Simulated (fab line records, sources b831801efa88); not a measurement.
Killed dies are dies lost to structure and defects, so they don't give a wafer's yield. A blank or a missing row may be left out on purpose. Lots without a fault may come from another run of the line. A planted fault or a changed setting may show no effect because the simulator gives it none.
fab line records | flow sky130
record lots=5 wafers=15 last_day=49
route steps=708 shown VT_ADJUST_HVTP@86 VT_ADJUST_LVTN@97 VT_ADJUST_NCORE@119
lots that met no fault: from a run of the same line without faults
start_h: hours from the record's first day to the start of the lot's first wafer shown | wait_h: hours since the lot's step before | " the same as in the row above | L1.1+2: a row that stands for several wafers | - no value, or no start given | * or withheld: withheld | < > ~ a bound
route shown NAME@n: a module of which the file shows steps, and the number in the route of the first | usual: mean/standard deviation of fault-free wafers | same: alike in all rows | chamber/n: place in a boat | sites: the reading at each site | _std_site: their standard deviation | _edge_site: outer sites' mean less inner sites' | radius_mm: how far each site lies from the wafer's centre | mask NAME#n: copy n | behind: the tool/chamber that last shaped the wafer | hold: why the lot was held/for how many hours/how that ended | device: the transistor (n, p or np) that didn't switch | end of line: the same wafers' tests at the end of the route | a step without rows: its recipe alone | killed: dies lost to structure and defects at the first sort, not the wafer's yield | map: a wafer's dies, x killed, . not, _ none there
set.NAME: the setting as run; set.NAME@STEP: as run at that earlier step | model.NAME: the simulator's own value behind a step, which no gauge read
lots at some steps of the route; a table a step, a row a wafer
services: from which hour (start_h, from the record's first day; less than 0 if before it) a tool's chamber was out of use, for how many hours, and why
## steps
# step SKY_VT_ADJUST_HVTP_HMDS_01
# recipe prime_time_s=60 prime_temp_c=120
# usual resist_line_temp_C=22.99/0.11
# columns lot.wafer tool chamber start_h wait_h resist_line_temp_C
L078.1 litho_track-04 0 137.82 0.1 23.03
L078.4 " 0 " " 23.10
L078.5 " 0 " " 23.00
L084.1 litho_track-01 0 172.82 0.1 22.76
L084.2 " 0 " " 23.00
L084.5 " 0 " " 22.81
L086.1 litho_track-01 0 188.22 0.1 23.00
L086.3 " 0 " " 22.83
L086.4 " 0 " " 22.87
L091.1 litho_track-01 0 217.27 0.1 22.94
L091.2 " 0 " " 23.12
L091.5 " 0 " " 22.91
L092.3 litho_track-02 0 228.07 0.1 23.01
L092.5 " 0 " " 23.25
L092.6 " 0 " " 23.12
# step SKY_VT_ADJUST_HVTP_COAT_02
# recipe resist=NOVOLAK spin_rpm=3000 resist_thk_nm=1140
# usual resist_line_temp_C=22.98/0.097
# columns lot.wafer tool chamber start_h wait_h resist_line_temp_C
L078.1 litho_track-04 0 137.97 0.1 22.84
L078.4 " 0 " " 22.94
L078.5 " 0 " " 22.99
L084.1 litho_track-01 0 172.97 0.1 22.88
L084.2 " 0 " " 23.05
L084.5 " 0 " " 22.97
L086.1 litho_track-01 0 188.37 0.1 22.93
L086.3 " 0 " " 22.98
L086.4 " 0 " " 23.10
L091.1 litho_track-01 0 217.42 0.1 22.96
L091.2 " 0 " " 22.99
L091.5 " 0 " " 23.02
L092.3 litho_track-02 0 228.22 0.1 22.93
L092.5 " 0 " " 23.03
L092.6 " 0 " " 22.87
# step SKY_VT_ADJUST_HVTP_SOFTBAKE_03
# recipe temp_c=90 time_s=60 resist=NOVOLAK
# usual resist_line_temp_C=22.98/0.11
# columns lot.wafer tool chamber start_h wait_h resist_line_temp_C
L078.1 litho_track-04 0 138.12 0.1 22.92
L078.4 " 0 " " 23.01
L078.5 " 0 " " 22.86
L084.1 litho_track-01 0 173.12 0.1 22.90
L084.2 " 0 " " 22.90
L084.5 " 0 " " 23.04
L086.1 litho_track-01 0 188.52 0.1 22.88
L086.3 " 0 " " 22.89
L086.4 " 0 " " 23.05
L091.1 litho_track-01 0 217.57 0.1 23.07
L091.2 " 0 " " 22.89
L091.5 " 0 " " 23.03
L092.3 litho_track-02 0 228.37 0.1 23.24
L092.5 " 0 " " 23.16
L092.6 " 0 " " 23.30
# step SKY_VT_ADJUST_HVTP_EXPOSE_04
# recipe mask_id=HVTPM na=0.6 source_shape=conventional sigma_outer=0.6 polarization=unpolarized target_cd_nm=380 dose_mj=140
# columns lot.wafer tool chamber start_h wait_h mask
L078.1+4+5 iline_stepper-02 0 - - HVTPM#0
L084.1+2+5 iline_stepper-01 0 - - HVTPM#0
L086.1+3+4 iline_stepper-02 0 - - HVTPM#0
L091.1+2+5 iline_stepper-02 0 - - HVTPM#0
L092.3+5+6 iline_stepper-02 0 - - HVTPM#0
# step SKY_VT_ADJUST_HVTP_PEB_05
# recipe temp_c=withheld time_s=* resist=NOVOLAK
# usual resist_line_temp_C=*
# columns lot.wafer tool chamber start_h wait_h resist_line_temp_C
L078.1 litho_track-01 0 - - *
L078.4 " 0 " " *
L078.5 " 0 " " *
L084.1 litho_track-02 0 - - *
L084.2 " 0 " " *
L084.5 " 0 " " *
L086.1 litho_track-02 0 - - *
L086.3 " 0 " " *
L086.4 " 0 " " *
L091.1 litho_track-02 0 - - *
L091.2 " 0 " " *
L091.5 " 0 " " *
L092.3 litho_track-04 0 - - *
L092.5 " 0 " " *
L092.6 " 0 " " *
# step SKY_VT_ADJUST_HVTP_DEVELOP_06
# recipe resist=NOVOLAK developer=TMAH develop_time_s=60 dev_temp_c=23
# usual developer_temp_C=23.01/0.093 resist_line_temp_C=23.02/0.11
# columns lot.wafer tool chamber start_h wait_h developer_temp_C resist_line_temp_C
L078.1 litho_track-01 0 147.77 0.1 23.01 23.01
L078.4 " 0 " " 22.98 22.89
L078.5 " 0 " " 22.90 23.08
L084.1 litho_track-02 0 183.22 0.1 23.08 23.03
L084.2 " 0 " " 23.05 23.08
L084.5 " 0 " " 23.15 22.91
L086.1 litho_track-02 0 198.82 0.1 22.90 23.06
L086.3 " 0 " " 22.99 23.15
L086.4 " 0 " " 22.85 22.93
L091.1 litho_track-02 0 229.22 0.1 23.05 23.03
L091.2 " 0 " " 22.88 23.07
L091.5 " 0 " " 23.01 23.05
L092.3 litho_track-04 0 239.92 0.1 23.00 23.02
L092.5 " 0 " " 23.17 22.99
L092.6 " 0 " " 23.06 23.08
# step SKY_VT_ADJUST_HVTP_CD_MEAS_07
# recipe target_cd_nm=380
# usual cd_nm=380.5/2.3
# columns lot.wafer tool chamber start_h wait_h cd_nm
L078.1 cd_sem-01 - 147.92 0.1 383.3
L078.4 " - " " 384.6
L078.5 " - " " 383.2
L084.1 cd_sem-01 - 183.37 0.1 376.7
L084.2 " - " " 377.2
L084.5 " - " " 377.1
L086.1 cd_sem-01 - 198.97 0.1 380.4
L086.3 " - " " 380.1
L086.4 " - " " 379.9
L091.1 cd_sem-02 - 229.37 0.1 380.1
L091.2 " - " " 376.9
L091.5 " - " " 381.8
L092.3 cd_sem-02 - 240.13 0.2 379.5
L092.5 " - " " 378.8
L092.6 " - " " 380.7
# step SKY_VT_ADJUST_HVTP_OVL_MEAS_08
# usual VT_ADJUST_HVTP_OVL=-0.9/1.4
# columns lot.wafer tool chamber start_h wait_h VT_ADJUST_HVTP_OVL[nm]
L078.1 overlay-01 - 148.04 0.1 -2.5
L078.4 " - " " -0.5
L078.5 " - " " -2.0
L084.1 overlay-01 - 183.49 0.1 -1.3
L084.2 " - " " 0.0
L084.5 " - " " 0.4
L086.1 overlay-02 - 199.09 0.1 -2.0
L086.3 " - " " -1.5
L086.4 " - " " -1.7
L091.1 overlay-01 - 229.49 0.1 -0.6
L091.2 " - " " -0.8
L091.5 " - " " -1.7
L092.3 overlay-02 - 240.22 0.1 1.6
L092.5 " - " " 0.5
L092.6 " - " " 0.3
# step SKY_VT_ADJUST_HVTP_IMPLANT_09
# recipe species=As energy_kev=150 dose_cm2=4.3e+12 tilt_deg=withheld
# usual beam_energy_keV=150.01/0.048
# same implant_ion_amu=75
# columns lot.wafer tool chamber start_h wait_h beam_energy_keV
L078.1 implanter-01 0 148.08 0.0 150.12
L078.4 " 0 " " 149.98
L078.5 " 0 " " 150.04
L084.1 implanter-01 0 183.52 0.0 149.93
L084.2 " 0 " " 149.98
L084.5 " 0 " " 149.96
L086.1 implanter-03 0 199.12 0.0 150.05
L086.3 " 0 " " 150.10
L086.4 " 0 " " 150.00
L091.1 implanter-03 0 229.52 0.0 149.93
L091.2 " 0 " " 149.98
L091.5 " 0 " " 150.00
L092.3 implanter-02 0 240.30 0.1 150.02
L092.5 " 0 " " 149.99
L092.6 " 0 " " 150.07
# step SKY_VT_ADJUST_HVTP_STRIP_10
# recipe chemistry=O2/N2 power_w=1400 pressure_mtorr=1500 platen_temp_c=withheld o2_flow_sccm=3000 n2_flow_sccm=300 overash_fraction=0.5
# usual drypump_motor_current_A=5.7/0.52 oes_product_au=0.715/0.0043 strip_time_to_endpoint_s=14.18/0.043
# columns lot.wafer tool chamber start_h wait_h drypump_motor_current_A oes_product_au rf_hours_counter_h strip_time_to_endpoint_s
L078.1 plasma_asher-02 0 148.23 0.1 6.2 0.719 34 14.19
L078.4 " 0 " " 6.2 0.718 - 14.22
L078.5 " 0 " " 6.2 0.717 - 14.21
L084.1 plasma_asher-04 1 183.67 0.1 5.4 0.714 7 14.23
L084.2 " 0 " " 5.5 0.719 7 14.24
L084.5 " 1 " " 5.4 0.720 - 14.23
L086.1 plasma_asher-01 1 199.27 0.1 6.4 0.715 52 14.22
L086.3 " 1 " " 6.4 0.721 - 14.20
L086.4 " 0 " " 5.0 0.718 - 14.21
L091.1 plasma_asher-02 0 229.67 0.1 6.1 0.711 41 14.20
L091.2 " 1 " " 6.0 0.712 41 14.15
L091.5 " 0 " " 6.2 0.720 - 14.17
L092.3 plasma_asher-01 0 240.43 0.1 5.0 0.721 - 14.17
L092.5 " 1 " " 6.4 0.713 - 14.16
L092.6 " 0 " " 5.0 0.713 - 14.13
# step SKY_VT_ADJUST_HVTP_TW_MEAS_11
# usual VT_ADJUST_HVTP_TW=1344/7
# columns lot.wafer tool chamber start_h wait_h VT_ADJUST_HVTP_TW
L078.1 film_metro-02 - 148.33 0.1 1331
L078.4 " - " " 1338
L078.5 " - " " 1349
L084.1 film_metro-02 - 183.77 0.1 1352
L084.2 " - " " 1341
L084.5 " - " " 1351
L086.1 film_metro-04 - 199.37 0.1 1336
L086.3 " - " " 1340
L086.4 " - " " 1339
L091.1 film_metro-02 - 229.77 0.1 1343
L091.2 " - " " 1342
L091.5 " - " " 1340
L092.3 film_metro-04 - 240.52 0.1 1335
L092.5 " - " " 1336
L092.6 " - " " 1343
# step SKY_VT_ADJUST_LVTN_DEHYDRATE_00
# recipe temp_c=200 time_s=60
# usual resist_line_temp_C=23.00/0.11
# columns lot.wafer tool chamber start_h wait_h resist_line_temp_C
L078.1 litho_track-03 0 157.47 9.1 22.91
L078.4 " 0 " " 22.99
L078.5 " 0 " " 22.91
L084.1 litho_track-02 0 193.57 9.8 23.13
L084.2 " 0 " " 22.95
L084.5 " 0 " " 23.00
L086.1 litho_track-02 0 209.47 10.1 23.13
L086.3 " 0 " " 23.09
L086.4 " 0 " " 23.15
L091.1 litho_track-03 0 240.27 10.5 23.01
L091.2 " 0 " " 23.10
L091.5 " 0 " " 22.91
L092.3 litho_track-03 0 251.02 10.5 22.98
L092.5 " 0 " " 22.91
L092.6 " 0 " " 23.05
# step SKY_VT_ADJUST_LVTN_HMDS_01
# recipe prime_time_s=60 prime_temp_c=120
# usual resist_line_temp_C=23.01/0.1
# columns lot.wafer tool chamber start_h wait_h resist_line_temp_C
L078.1 litho_track-03 0 157.62 0.1 22.82
L078.4 " 0 " " 23.03
L078.5 " 0 " " 22.96
L084.1 litho_track-02 0 193.72 0.1 23.06
L084.2 " 0 " " 23.11
L084.5 " 0 " " 23.06
L086.1 litho_track-02 0 209.62 0.1 23.14
L086.3 " 0 " " 22.90
L086.4 " 0 " " 23.02
L091.1 litho_track-03 0 240.42 0.1 23.33
L091.2 " 0 " " 23.01
L091.5 " 0 " " 22.97
L092.3 litho_track-03 0 251.17 0.1 22.87
L092.5 " 0 " " 22.83
L092.6 " 0 " " 22.96
# step SKY_VT_ADJUST_LVTN_COAT_02
# recipe spin_rpm=2000 resist_thk_nm=3000
# usual resist_line_temp_C=23.00/0.1
# columns lot.wafer tool chamber start_h wait_h resist_line_temp_C
L078.1 litho_track-03 0 157.77 0.1 23.21
L078.4 " 0 " " 23.18
L078.5 " 0 " " 23.18
L084.1 litho_track-02 0 193.87 0.1 22.95
L084.2 " 0 " " 23.02
L084.5 " 0 " " 22.92
L086.1 litho_track-02 0 209.77 0.1 22.93
L086.3 " 0 " " 23.00
L086.4 " 0 " " 22.95
L091.1 litho_track-03 0 240.57 0.1 23.00
L091.2 " 0 " " 22.95
L091.5 " 0 " " 23.04
L092.3 litho_track-03 0 251.32 0.1 23.11
L092.5 " 0 " " 22.94
L092.6 " 0 " " 23.06
# step SKY_VT_ADJUST_LVTN_SOFTBAKE_03
# recipe temp_c=110 time_s=withheld
# usual resist_line_temp_C=23.00/0.11
# columns lot.wafer tool chamber start_h wait_h resist_line_temp_C
L078.1 litho_track-03 0 157.92 0.1 23.13
L078.4 " 0 " " 22.92
L078.5 " 0 " " 22.99
L084.1 litho_track-02 0 194.02 0.1 22.97
L084.2 " 0 " " 23.00
L084.5 " 0 " " 23.11
L086.1 litho_track-02 0 209.92 0.1 23.02
L086.3 " 0 " " 23.06
L086.4 " 0 " " 22.89
L091.1 litho_track-03 0 240.72 0.1 22.99
L091.2 " 0 " " 23.03
L091.5 " 0 " " 23.07
L092.3 litho_track-03 0 251.49 0.1 23.09
L092.5 " 0 " " 23.13
L092.6 " 0 " " 22.98
# step SKY_VT_ADJUST_LVTN_EXPOSE_04
# recipe mask_id=NWM_COMPLEMENT_LESS_NATIVE na=0.6 source_shape=conventional sigma_outer=0.6 polarization=unpolarized target_cd_nm=840 dose_mj=194
# columns lot.wafer tool chamber start_h wait_h mask
L078.1+4+5 iline_stepper-02 0 - - NWM_COMPLEMENT_LESS_NATIVE#0
L084.1+2+5 iline_stepper-02 0 - - NWM_COMPLEMENT_LESS_NATIVE#0
L086.1+3+4 iline_stepper-02 0 - - NWM_COMPLEMENT_LESS_NATIVE#0
L091.1+2+5 iline_stepper-01 0 - - NWM_COMPLEMENT_LESS_NATIVE#0
L092.3+5+6 iline_stepper-02 0 - - NWM_COMPLEMENT_LESS_NATIVE#0
# step SKY_VT_ADJUST_LVTN_PEB_05
# recipe temp_c=115 time_s=withheld
# usual resist_line_temp_C=22.98/0.11
# columns lot.wafer tool chamber start_h wait_h resist_line_temp_C
L078.1 litho_track-03 0 - - 23.21
L078.4 " 0 " " 22.93
L078.5 " 0 " " 23.04
L084.1 litho_track-03 0 - - 22.90
L084.2 " 0 " " 22.89
L084.5 " 0 " " 23.14
L086.1 litho_track-01 0 - - 23.14
L086.3 " 0 " " 23.05
L086.4 " 0 " " 23.17
L091.1 litho_track-02 0 - - 23.09
L091.2 " 0 " " 22.82
L091.5 " 0 " " 22.95
L092.3 litho_track-01 0 - - 23.10
L092.5 " 0 " " 23.21
L092.6 " 0 " " 23.20
# step SKY_VT_ADJUST_LVTN_DEVELOP_06
# recipe wall_angle_deg=90 developer=TMAH develop_time_s=62.06 dev_temp_c=23
# usual developer_temp_C=23.00/0.11 resist_line_temp_C=22.99/0.11
# columns lot.wafer tool chamber start_h wait_h developer_temp_C resist_line_temp_C
L078.1 litho_track-03 0 - - 23.10 22.96
L078.4 " 0 " " 22.96 23.04
L078.5 " 0 " " 23.03 22.98
L084.1 litho_track-03 0 - - 23.19 22.85
L084.2 " 0 " " 23.11 22.88
L084.5 " 0 " " 23.13 22.89
L086.1 litho_track-01 0 - - 22.93 22.93
L086.3 " 0 " " 23.06 22.78
L086.4 " 0 " " 23.01 22.84
L091.1 litho_track-02 0 - - 22.90 22.84
L091.2 " 0 " " 23.10 22.97
L091.5 " 0 " " 22.98 23.13
L092.3 litho_track-01 0 - - 23.10 22.89
L092.5 " 0 " " 23.10 23.13
L092.6 " 0 " " 23.11 22.95
# step SKY_VT_ADJUST_LVTN_OVL_MEAS_07
# usual VT_ADJUST_LVTN_OVL=0.3/1.7
# columns lot.wafer tool chamber start_h wait_h VT_ADJUST_LVTN_OVL[nm]
L078.1 overlay-02 - 168.12 - 2.4
L078.4 " - " " 0.7
L078.5 " - " " 3.7
L084.1 overlay-02 - 204.87 - -2.9
L084.2 " - " " -2.2
L084.5 " - " " -1.8
L086.1 overlay-02 - 220.12 - -4.3
L086.3 " - " " -3.1
L086.4 " - " " -3.7
L091.1 overlay-01 - 252.12 - 0.7
L091.2 " - " " -0.2
L091.5 " - " " -0.9
L092.3 overlay-02 - 264.09 - -1.6
L092.5 " - " " 0.7
L092.6 " - " " 0.6
# step SKY_VT_ADJUST_LVTN_IMPLANT_08
# recipe species=B energy_kev=30 dose_cm2=1.57e+12 tilt_deg=withheld
# usual beam_energy_keV=30.002/0.0097
# same implant_ion_amu=11
# columns lot.wafer tool chamber start_h wait_h beam_energy_keV
L078.1 implanter-02 0 168.16 0.0 30.003
L078.4 " 0 " " 30.014
L078.5 " 0 " " 30.013
L084.1 implanter-02 0 204.91 0.0 29.988
L084.2 " 0 " " 29.981
L084.5 " 0 " " 29.997
L086.1 implanter-01 0 220.16 0.0 30.009
L086.3 " 0 " " 30.018
L086.4 " 0 " " 30.008
L091.1 implanter-01 0 252.15 0.0 30.014
L091.2 " 0 " " 29.998
L091.5 " 0 " " 30.007
L092.3 implanter-02 0 264.16 0.1 29.996
L092.5 " 0 " " 30.012
L092.6 " 0 " " 30.004
# step SKY_VT_ADJUST_LVTN_STRIP_09
# recipe chemistry=O2/N2 power_w=1400 pressure_mtorr=1500 platen_temp_c=withheld o2_flow_sccm=3000 n2_flow_sccm=300 overash_fraction=0.5
# usual drypump_motor_current_A=5.8/0.42 oes_product_au=0.722/0.0044 strip_time_to_endpoint_s=36.90/0.11
# columns lot.wafer tool chamber start_h wait_h drypump_motor_current_A oes_product_au rf_hours_counter_h strip_time_to_endpoint_s
L078.1 plasma_asher-03 0 168.31 0.1 6.5 0.723 47 37.00
L078.4 " 0 " " 6.5 0.723 - 36.88
L078.5 " 1 " " 6.3 0.725 - 36.95
L084.1 plasma_asher-04 0 205.06 0.1 5.5 0.723 9 36.81
L084.2 " 1 " " 5.4 0.728 9 36.81
L084.5 " 0 " " 5.5 0.723 - 36.73
L086.1 plasma_asher-04 0 220.31 0.1 5.5 0.721 10 36.81
L086.3 " 0 " " 5.5 0.726 - 36.81
L086.4 " 1 " " 5.4 0.729 - 36.73
L091.1 plasma_asher-04 0 252.30 0.1 5.5 0.717 14 37.11
L091.2 " 1 " " 5.4 0.733 14 36.99
L091.5 " 0 " " 5.5 0.725 - 37.03
L092.3 plasma_asher-04 0 264.29 0.1 5.5 0.720 - 36.89
L092.5 " 1 " " 5.4 0.722 - 36.87
L092.6 " 0 " " 5.5 0.715 - 36.76
# step SKY_VT_ADJUST_LVTN_TW_MEAS_10
# usual VT_ADJUST_LVTN_TW=239.6/1.6
# columns lot.wafer tool chamber start_h wait_h VT_ADJUST_LVTN_TW
L078.1 film_metro-01 - 168.41 0.1 241.7
L078.4 " - " " 241.3
L078.5 " - " " 239.9
L084.1 film_metro-04 - 205.16 0.1 238.4
L084.2 " - " " 238.4
L084.5 " - " " 239.1
L086.1 film_metro-04 - 220.41 0.1 238.6
L086.3 " - " " 239.0
L086.4 " - " " 239.4
L091.1 film_metro-04 - 252.40 0.1 238.2
L091.2 " - " " 238.8
L091.5 " - " " 238.4
L092.3 film_metro-04 - 264.38 0.1 239.0
L092.5 " - " " 238.1
L092.6 " - " " 238.6
# step SKY_VT_ADJUST_LVTN_DEHYDRATE_11
# recipe temp_c=200 time_s=60
# usual resist_line_temp_C=23.01/0.098
# columns lot.wafer tool chamber start_h wait_h resist_line_temp_C
L078.1 litho_track-03 0 177.87 9.5 23.02
L078.4 " 0 " " 23.23
L078.5 " 0 " " 23.00
L084.1 litho_track-03 0 215.67 10.5 23.13
L084.2 " 0 " " 23.02
L084.5 " 0 " " 23.03
L086.1 litho_track-02 0 230.87 10.4 23.17
L086.3 " 0 " " 23.17
L086.4 " 0 " " 23.01
L091.1 litho_track-01 0 264.07 11.7 22.99
L091.2 " 0 " " 23.01
L091.5 " 0 " " 23.00
L092.3 litho_track-02 0 275.37 11.0 23.11
L092.5 " 0 " " 23.05
L092.6 " 0 " " 22.90
# step SKY_VT_ADJUST_LVTN_HMDS_12
# recipe prime_time_s=60 prime_temp_c=120
# usual resist_line_temp_C=23.00/0.1
# columns lot.wafer tool chamber start_h wait_h resist_line_temp_C
L078.1 litho_track-03 0 178.02 0.1 22.82
L078.4 " 0 " " 23.00
L078.5 " 0 " " 23.00
L084.1 litho_track-03 0 215.82 0.1 22.95
L084.2 " 0 " " 23.02
L084.5 " 0 " " 22.91
L086.1 litho_track-02 0 231.02 0.1 22.96
L086.3 " 0 " " 22.95
L086.4 " 0 " " 22.89
L091.1 litho_track-01 0 264.22 0.1 23.05
L091.2 " 0 " " 22.92
L091.5 " 0 " " 22.96
L092.3 litho_track-02 0 275.52 0.1 22.88
L092.5 " 0 " " 22.92
L092.6 " 0 " " 22.87
# step SKY_VT_ADJUST_LVTN_COAT_13
# recipe resist=NOVOLAK spin_rpm=3000 resist_thk_nm=1140
# usual resist_line_temp_C=22.99/0.12
# columns lot.wafer tool chamber start_h wait_h resist_line_temp_C
L078.1 litho_track-03 0 178.17 0.1 22.89
L078.4 " 0 " " 22.88
L078.5 " 0 " " 23.05
L084.1 litho_track-03 0 215.97 0.1 23.16
L084.2 " 0 " " 23.21
L084.5 " 0 " " 23.35
L086.1 litho_track-02 0 231.17 0.1 22.88
L086.3 " 0 " " 23.01
L086.4 " 0 " " 23.01
L091.1 litho_track-01 0 264.37 0.1 22.94
L091.2 " 0 " " 23.05
L091.5 " 0 " " 23.01
L092.3 litho_track-02 0 275.67 0.1 22.84
L092.5 " 0 " " 22.97
L092.6 " 0 " " 22.81
# step SKY_VT_ADJUST_LVTN_SOFTBAKE_14
# recipe temp_c=90 time_s=60 resist=NOVOLAK
# usual resist_line_temp_C=23.03/0.096
# columns lot.wafer tool chamber start_h wait_h resist_line_temp_C
L078.1 litho_track-03 0 178.32 0.1 23.02
L078.4 " 0 " " 23.08
L078.5 " 0 " " 23.20
L084.1 litho_track-03 0 216.12 0.1 23.06
L084.2 " 0 " " 22.94
L084.5 " 0 " " 23.15
L086.1 litho_track-02 0 231.32 0.1 23.09
L086.3 " 0 " " 23.20
L086.4 " 0 " " 23.13
L091.1 litho_track-01 0 264.52 0.1 23.04
L091.2 " 0 " " 23.08
L091.5 " 0 " " 23.02
L092.3 litho_track-02 0 275.82 0.1 23.08
L092.5 " 0 " " 23.04
L092.6 " 0 " " 23.22
# step SKY_VT_ADJUST_LVTN_EXPOSE_15
# recipe mask_id=HVN_STD_DERIVED na=0.6 source_shape=conventional sigma_outer=0.6 polarization=unpolarized target_cd_nm=600 dose_mj=163
# columns lot.wafer tool chamber start_h wait_h mask
L078.1+4+5 iline_stepper-02 0 - - HVN_STD_DERIVED#0
L084.1+2+5 iline_stepper-02 0 - - HVN_STD_DERIVED#0
L086.1+3+4 iline_stepper-01 0 - - HVN_STD_DERIVED#0
L091.1+2+5 iline_stepper-01 0 - - HVN_STD_DERIVED#0
L092.3+5+6 iline_stepper-01 0 - - HVN_STD_DERIVED#0
# step SKY_VT_ADJUST_LVTN_PEB_16
# recipe temp_c=withheld time_s=* resist=NOVOLAK
# usual resist_line_temp_C=*
# columns lot.wafer tool chamber start_h wait_h resist_line_temp_C
L078.1 litho_track-01 0 - - *
L078.4 " 0 " " *
L078.5 " 0 " " *
L084.1 litho_track-01 0 - - *
L084.2 " 0 " " *
L084.5 " 0 " " *
L086.1 litho_track-03 0 - - *
L086.3 " 0 " " *
L086.4 " 0 " " *
L091.1 litho_track-02 0 - - *
L091.2 " 0 " " *
L091.5 " 0 " " *
L092.3 litho_track-03 0 - - *
L092.5 " 0 " " *
L092.6 " 0 " " *
# step SKY_VT_ADJUST_LVTN_DEVELOP_17
# recipe resist=NOVOLAK developer=TMAH develop_time_s=60 dev_temp_c=23
# usual developer_temp_C=23.00/0.099 resist_line_temp_C=23.01/0.11
# columns lot.wafer tool chamber start_h wait_h developer_temp_C resist_line_temp_C
L078.1 litho_track-01 0 188.82 0.1 23.00 23.00
L078.4 " 0 " " 23.02 22.98
L078.5 " 0 " " 23.07 23.04
L084.1 litho_track-01 0 226.67 0.1 22.94 22.95
L084.2 " 0 " " 23.20 23.11
L084.5 " 0 " " 22.96 23.07
L086.1 litho_track-03 0 242.32 0.1 22.91 22.82
L086.3 " 0 " " 23.00 23.04
L086.4 " 0 " " 22.78 22.78
L091.1 litho_track-02 0 276.07 0.1 22.92 22.74
L091.2 " 0 " " 22.98 22.87
L091.5 " 0 " " 22.90 22.83
L092.3 litho_track-03 0 287.82 0.1 23.00 22.98
L092.5 " 0 " " 23.04 23.10
L092.6 " 0 " " 23.19 23.12
# step SKY_VT_ADJUST_LVTN_OVL_MEAS_18
# usual VT_ADJUST_LVTN_01_OVL=0.6/1.4
# columns lot.wafer tool chamber start_h wait_h VT_ADJUST_LVTN_01_OVL[nm]
L078.1 overlay-01 - 188.97 0.1 2.1
L078.4 " - " " -0.5
L078.5 " - " " 2.6
L084.1 overlay-01 - 226.82 0.1 0.8
L084.2 " - " " 0.1
L084.5 " - " " 1.6
L086.1 overlay-02 - 242.47 0.1 -0.1
L086.3 " - " " 0.7
L086.4 " - " " 2.5
L091.1 overlay-01 - 276.22 0.1 0.9
L091.2 " - " " 1.0
L091.5 " - " " 0.1
L092.3 overlay-01 - 287.93 0.1 -1.6
L092.5 " - " " -0.6
L092.6 " - " " -1.2
# step SKY_VT_ADJUST_LVTN_IMPLANT_19
# recipe species=B energy_kev=30 dose_cm2=6.5e+11 tilt_deg=withheld
# usual beam_energy_keV=29.998/0.0091
# same implant_ion_amu=11
# columns lot.wafer tool chamber start_h wait_h beam_energy_keV
L078.1 implanter-04 0 189.01 0.0 29.987
L078.4 " 0 " " 29.995
L078.5 " 0 " " 29.985
L084.1 implanter-02 0 226.86 0.0 29.994
L084.2 " 0 " " 30.004
L084.5 " 0 " " 30.003
L086.1 implanter-01 0 242.51 0.0 29.981
L086.3 " 0 " " 29.981
L086.4 " 0 " " 29.995
L091.1 implanter-04 0 276.25 0.0 29.997
L091.2 " 0 " " 30.006
L091.5 " 0 " " 30.015
L092.3 implanter-02 0 288.01 0.1 30.004
L092.5 " 0 " " 30.001
L092.6 " 0 " " 29.994
# step SKY_VT_ADJUST_LVTN_STRIP_20
# recipe chemistry=O2/N2 power_w=1400 pressure_mtorr=1500 platen_temp_c=withheld o2_flow_sccm=3000 n2_flow_sccm=300 overash_fraction=0.5
# usual drypump_motor_current_A=6.0/0.46 oes_product_au=0.716/0.0049 strip_time_to_endpoint_s=14.15/0.033
# columns lot.wafer tool chamber start_h wait_h drypump_motor_current_A oes_product_au rf_hours_counter_h strip_time_to_endpoint_s
L078.1 plasma_asher-03 0 189.16 0.1 6.6 0.723 49 14.14
L078.4 " 1 " " 6.3 0.720 - 14.16
L078.5 " 1 " " 6.3 0.714 - 14.17
L084.1 plasma_asher-03 0 227.01 0.1 6.6 0.716 53 14.22
L084.2 " 1 " " 6.3 0.718 53 14.22
L084.5 " 1 " " 6.3 0.718 - 14.24
L086.1 plasma_asher-02 1 242.66 0.1 6.0 0.707 42 14.16
L086.3 " 1 " " 6.0 0.720 - 14.11
L086.4 " 0 " " 6.2 0.716 - 14.11
L091.1 plasma_asher-04 1 276.40 0.1 5.4 0.707 16 14.19
L091.2 " 0 " " 5.5 0.719 16 14.17
L091.5 " 1 " " 5.4 0.717 - 14.18
L092.3 plasma_asher-03 1 288.14 0.1 6.3 0.715 - 14.14
L092.5 " 0 " " 6.5 0.718 - 14.16
L092.6 " 1 " " 6.3 0.713 - 14.15
# step SKY_VT_ADJUST_LVTN_TW_MEAS_21
# usual VT_ADJUST_LVTN_2_TW=186.3/1.4
# columns lot.wafer tool chamber start_h wait_h VT_ADJUST_LVTN_2_TW
L078.1 film_metro-01 - 189.26 0.1 188.3
L078.4 " - " " 187.5
L078.5 " - " " 186.4
L084.1 film_metro-01 - 227.11 0.1 186.5
L084.2 " - " " 187.5
L084.5 " - " " 186.6
L086.1 film_metro-01 - 242.76 0.1 187.9
L086.3 " - " " 186.5
L086.4 " - " " 186.2
L091.1 film_metro-04 - 276.50 0.1 186.3
L091.2 " - " " 184.9
L091.5 " - " " 186.7
L092.3 film_metro-04 - 288.23 0.1 185.6
L092.5 " - " " 185.8
L092.6 " - " " 185.0
# step SKY_VT_ADJUST_NCORE_DEHYDRATE_00
# recipe temp_c=200 time_s=60
# usual resist_line_temp_C=23.01/0.1
# columns lot.wafer tool chamber start_h wait_h resist_line_temp_C
L078.1 litho_track-04 0 199.02 9.7 22.85
L078.4 " 0 " " 22.98
L078.5 " 0 " " 23.02
L084.1 litho_track-04 0 237.72 10.6 23.06
L084.2 " 0 " " 23.21
L084.5 " 0 " " 23.10
L086.1 litho_track-03 0 254.02 11.3 23.10
L086.3 " 0 " " 22.89
L086.4 " 0 " " 22.93
L091.1 litho_track-04 0 288.22 11.7 22.91
L091.2 " 0 " " 23.07
L091.5 " 0 " " 22.88
L092.3 litho_track-02 0 299.92 11.7 22.88
L092.5 " 0 " " 22.90
L092.6 " 0 " " 23.05
## services
# columns tool chamber start_h hours kind
plasma_asher-04 0 117.75 - clean
plasma_asher-04 1 117.75 - clean
plasma_asher-04 - 135.79 0.5 repair
implanter-02 - 140.00 0.5 repair
plasma_asher-02 - 154.43 6.0 repair
plasma_asher-03 - 159.16 2.4 repair
iline_stepper-01 - 162.30 1.0 repair
implanter-01 - 188.91 4.3 pm
implanter-03 - 209.57 4.1 repair
plasma_asher-01 - 214.94 1.9 repair
implanter-04 - 220.57 2.5 repair
iline_stepper-01 - 225.85 3.8 repair
implanter-03 - 233.65 4.3 pm
iline_stepper-02 - 237.95 2.1 pm
iline_stepper-02 - 240.04 - consumable_replace:lamp
plasma_asher-02 - 276.26 2.8 pm
implanter-02 - 284.57 2.0 repair
## key
fault none
